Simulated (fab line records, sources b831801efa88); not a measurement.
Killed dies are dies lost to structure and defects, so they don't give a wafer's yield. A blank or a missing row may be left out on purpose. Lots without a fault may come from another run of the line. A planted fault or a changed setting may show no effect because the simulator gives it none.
Which tool did it? | flow sky130 | 15 lots, 45 wafers sampled, at 5 steps of a route of 708

WHAT THE GAUGES READ, wafer by wafer
SKY_VT_ADJUST_LVTN_OVL_MEAS_07.
lot  | measured     | on         | VT_ADJUST_LVTN_OVL (nm)
L108 | day 6 20:44  | overlay-01 | -0.6 -1.2 -2.0
L111 | day 7 16:58  | overlay-02 | 1.2 0.2 -1.4
L112 | day 7 20:13  | overlay-01 | 0.8 1.6 0.3
L113 | day 8 08:13  | overlay-01 | 1.4 -1.4 1.0
L117 | day 9 11:34  | overlay-02 | -0.9 -0.9 -0.1
L121 | day 10 14:01 | overlay-02 | 0.2 -1.1 -0.7
L123 | day 11 02:29 | overlay-02 | -1.7 -0.5 -2.2
L124 | day 11 09:22 | overlay-01 | 1.5 1.7 1.2
L125 | day 11 10:04 | overlay-02 | -0.6 0.1 2.8
L126 | day 11 19:58 | overlay-02 | -2.5 -2.8 -3.8
L127 | day 12 05:16 | overlay-02 | 1.0 0.7 0.7
L128 | day 12 07:01 | overlay-02 | -0.3 1.9 0.3
L129 | day 13 00:13 | overlay-01 | -2.0 -2.1 -1.5
L130 | day 13 14:34 | overlay-01 | 0.7 -0.1 1.1
L131 | day 13 14:56 | overlay-01 | -1.1 -0.9 -0.9

SKY_VT_ADJUST_LVTN_TW_MEAS_21.
lot  | measured     | on            | VT_ADJUST_LVTN_2_TW
L108 | day 7 16:15  | film_metro-04 | 189.4 190.0 190.1
L111 | day 8 12:40  | film_metro-04 | 30.3 30.3 30.3
L112 | day 8 17:01  | film_metro-04 | 30.2 30.2 30.2
L113 | day 9 06:00  | film_metro-04 | 30.3 30.1 30.1
L117 | day 10 09:27 | film_metro-02 | 188.8 187.6 188.3
L121 | day 11 13:55 | film_metro-04 | 189.4 189.7 189.8
L123 | day 12 03:16 | film_metro-04 | 190.7 190.3 189.6
L124 | day 12 10:24 | film_metro-01 | 190.4 190.4 190.6
L125 | day 12 11:13 | film_metro-04 | 189.5 190.4 189.5
L126 | day 12 21:22 | film_metro-04 | 189.7 189.4 189.9
L127 | day 13 07:07 | film_metro-02 | 188.9 187.9 188.5
L128 | day 13 08:40 | film_metro-02 | 188.8 188.2 188.3
L129 | day 14 02:37 | film_metro-01 | 190.5 190.2 190.1
L130 | day 14 17:34 | film_metro-04 | 189.9 189.0 189.5
L131 | day 14 17:49 | film_metro-04 | 189.7 189.5 188.9

WHICH TOOL RAN EACH LOT (tool, then ch and the chambers of the sampled wafers, then the start)
lot  | SKY_FIELD_ISO_CMP_27         | SKY_VT_ADJUST_LVTN_STRIP_09          | SKY_VT_ADJUST_LVTN_STRIP_20
L108 | cmp-02 ch 0,1,2, day 2 08:34 | plasma_asher-01 ch 0,1, day 6 20:55  | plasma_asher-03 ch 0,1, day 7 16:09
L111 | cmp-02 ch 2,3, day 3 01:35   | plasma_asher-01 ch 0,1, day 7 17:13  | plasma_asher-04 ch 1, day 8 12:34
L112 | cmp-01 ch 0,1, day 3 05:21   | plasma_asher-04 ch 0,1, day 7 20:25  | plasma_asher-03 ch 0,1, day 8 16:55
L113 | cmp-02 ch 1,2,3, day 3 10:22 | plasma_asher-01 ch 1, day 8 08:25    | plasma_asher-01 ch 0,1, day 9 05:54
L117 | cmp-02 ch 0,1, day 4 10:47   | plasma_asher-03 ch 0,1, day 9 11:46  | plasma_asher-03 ch 0,1, day 10 09:21
L121 | cmp-01 ch 0,3, day 5 07:21   | plasma_asher-01 ch 0,1, day 10 14:13 | plasma_asher-01 ch 1, day 11 13:49
L123 | cmp-02 ch 0,1,3, day 5 18:03 | plasma_asher-03 ch 0,1, day 11 02:49 | plasma_asher-03 ch 1, day 12 03:09
L124 | cmp-02 ch 0,1, day 6 00:28   | plasma_asher-04 ch 0,1, day 11 09:34 | plasma_asher-01 ch 0,1, day 12 10:18
L125 | cmp-02 ch 0,1, day 6 01:55   | plasma_asher-01 ch 0,1, day 11 10:16 | plasma_asher-04 ch 0,1, day 12 11:07
L126 | cmp-02 ch 0,1,2, day 6 09:28 | plasma_asher-01 ch 1, day 11 20:09   | plasma_asher-01 ch 0,1, day 12 21:16
L127 | cmp-02 ch 0,2,3, day 6 15:40 | plasma_asher-03 ch 0,1, day 12 05:27 | plasma_asher-04 ch 0,1, day 13 07:01
L128 | cmp-02 ch 0,2, day 6 19:06   | plasma_asher-03 ch 0,1, day 12 07:13 | plasma_asher-01 ch 0,1, day 13 08:34
L129 | cmp-02 ch 0,1,2, day 7 02:01 | plasma_asher-03 ch 0,1, day 13 00:25 | plasma_asher-03 ch 0,1, day 14 02:31
L130 | cmp-01 ch 1,2,3, day 7 13:29 | plasma_asher-03 ch 0,1, day 13 14:45 | plasma_asher-03 ch 0,1, day 14 17:28
L131 | cmp-02 ch 1,2,3, day 7 13:32 | plasma_asher-03 ch 0,1, day 13 15:08 | plasma_asher-01 ch 0,1, day 14 17:44
- SKY_FIELD_ISO_CMP_27: polishes, stops on Si3N4, t overpolish 16 s, target thk 457.8 nm.
- SKY_VT_ADJUST_LVTN_STRIP_09: strips in O2/N2.
- SKY_VT_ADJUST_LVTN_STRIP_20: strips in O2/N2.

WHAT THE TOOLS THEMSELVES READ (means of the sampled wafers that have a number; where no wafer has one, the mark that the record gives instead)
SKY_FIELD_ISO_CMP_27.
lot  | tool   | motor_current_A (A) | overpolish_run_s (s) | slurry_filter_dp_kPa (kPa) | time_to_endpoint_s (s)
L108 | cmp-02 | 11.4                | 16.002               | 13.40                      | 112
L111 | cmp-02 | 10.4                | 15.993               | 13.46                      | 114
L112 | cmp-01 | 10.9                | 16.009               | 13.42                      | 113
L113 | cmp-02 | 10.7                | 15.996               | 13.55                      | 122
L117 | cmp-02 | 12.0                | 15.997               | 13.51                      | 103
L121 | cmp-01 | 10.8                | 15.995               | 13.42                      | 107
L123 | cmp-02 | 11.5                | 15.999               | 13.46                      | 111
L124 | cmp-02 | 12.5                | 15.997               | 13.69                      | 105
L125 | cmp-02 | 11.6                | 16.004               | 13.61                      | 109
L126 | cmp-02 | 11.7                | 15.999               | 13.52                      | 107
L127 | cmp-02 | 11.2                | 16.006               | 13.44                      | 108
L128 | cmp-02 | 11.5                | 15.998               | 13.54                      | 102
L129 | cmp-02 | 11.9                | 16.000               | 13.47                      | 104
L130 | cmp-01 | 12.3                | 16.001               | 13.45                      | 112
L131 | cmp-02 | 10.7                | 15.999               | 13.48                      | 118

SKY_VT_ADJUST_LVTN_STRIP_09.
lot  | tool            | chamber_pressure_mTorr (mTorr) | drypump_motor_current_A (A) | oes_product_au (a.u.) | strip_time_to_endpoint_s (s)
L108 | plasma_asher-01 | 1499.7                         | 5.2                         | 0.720                 | 36.93
L111 | plasma_asher-01 | -                              | -                           | -                     | -
L112 | plasma_asher-04 | -                              | -                           | -                     | -
L113 | plasma_asher-01 | -                              | -                           | -                     | -
L117 | plasma_asher-03 | 1500.4                         | 6.1                         | 0.722                 | 36.91
L121 | plasma_asher-01 | 1499.9                         | 5.2                         | 0.723                 | 36.90
L123 | plasma_asher-03 | 1499.4                         | 6.3                         | 0.721                 | 37.05
L124 | plasma_asher-04 | 1500.0                         | 6.1                         | 0.723                 | 36.85
L125 | plasma_asher-01 | 1499.6                         | 5.2                         | 0.724                 | 36.81
L126 | plasma_asher-01 | 1501.1                         | 5.2                         | 0.721                 | 36.90
L127 | plasma_asher-03 | 1500.0                         | 6.3                         | 0.723                 | 37.17
L128 | plasma_asher-03 | 1499.5                         | 6.3                         | 0.722                 | 36.81
L129 | plasma_asher-03 | 1499.7                         | 6.3                         | 0.724                 | 36.96
L130 | plasma_asher-03 | 1498.4                         | 6.3                         | 0.720                 | 36.74
L131 | plasma_asher-03 | 1500.8                         | 6.3                         | 0.722                 | 36.98

SKY_VT_ADJUST_LVTN_STRIP_20.
lot  | tool            | chamber_pressure_mTorr (mTorr) | drypump_motor_current_A (A) | oes_product_au (a.u.) | strip_time_to_endpoint_s (s)
L108 | plasma_asher-03 | 1499.6                         | 6.3                         | 0.718                 | 14.21
L111 | plasma_asher-04 | 1499.6                         | 6.0                         | 0.727                 | 58.73
L112 | plasma_asher-03 | 1499.9                         | 6.1                         | 0.731                 | 58.55
L113 | plasma_asher-01 | 1500.7                         | 5.2                         | 0.732                 | 58.56
L117 | plasma_asher-03 | 1499.6                         | 6.1                         | 0.719                 | 14.20
L121 | plasma_asher-01 | 1499.9                         | 5.2                         | 0.716                 | 14.19
L123 | plasma_asher-03 | 1499.9                         | 6.5                         | 0.713                 | 14.26
L124 | plasma_asher-01 | 1501.3                         | 5.2                         | 0.716                 | 14.24
L125 | plasma_asher-04 | 1499.6                         | 6.0                         | 0.717                 | 14.20
L126 | plasma_asher-01 | 1501.2                         | 5.2                         | 0.720                 | 14.28
L127 | plasma_asher-04 | 1499.3                         | 6.1                         | 0.713                 | 14.22
L128 | plasma_asher-01 | 1501.1                         | 5.2                         | 0.716                 | 14.13
L129 | plasma_asher-03 | 1500.2                         | 6.3                         | 0.716                 | 14.17
L130 | plasma_asher-03 | 1499.0                         | 6.3                         | 0.715                 | 14.14
L131 | plasma_asher-01 | 1499.6                         | 5.2                         | 0.718                 | 14.18

THE ANSWER, worked out from the rows above alone
Rule: what is usual is taken from the lots themselves. Put in order of their means at a reading, lots are off if they are a third of the lots or fewer, leave a main group of 4 or more, and stand apart from it by a gap of 3 or more times the standard deviation of the main group's means; of several such gaps the widest counts. A main group whose means are all the same, to the digits that the tables above print for the reading, isn't used. A lot without any number at a reading at which 4 lots or more have one is off too. The other lots that the step has rows for count as sound. The gauges are gone through in route order, then the tools' own readings, and for those a lot's mean is taken as printed above. The first step at which some lot is off is used, and at that step the reading that is off furthest; a lot without a number counts as furthest.
Off: L111, L112, L113, at SKY_VT_ADJUST_LVTN_TW_MEAS_21 (VT_ADJUST_LVTN_2_TW). The main group: mean 189.5, standard deviation 0.72.
A tool fits if, at a process step before that reading, it ran every lot that is off, and no sound lot after the first of them. The gauges at SKY_VT_ADJUST_LVTN_TW_MEAS_21 aren't tried: what is off there is off at SKY_VT_ADJUST_LVTN_STRIP_09 too, on other tools, and a gauge's error can't cause that. None of those tried fits.

WHAT THE SIMULATOR HAD PUT IN
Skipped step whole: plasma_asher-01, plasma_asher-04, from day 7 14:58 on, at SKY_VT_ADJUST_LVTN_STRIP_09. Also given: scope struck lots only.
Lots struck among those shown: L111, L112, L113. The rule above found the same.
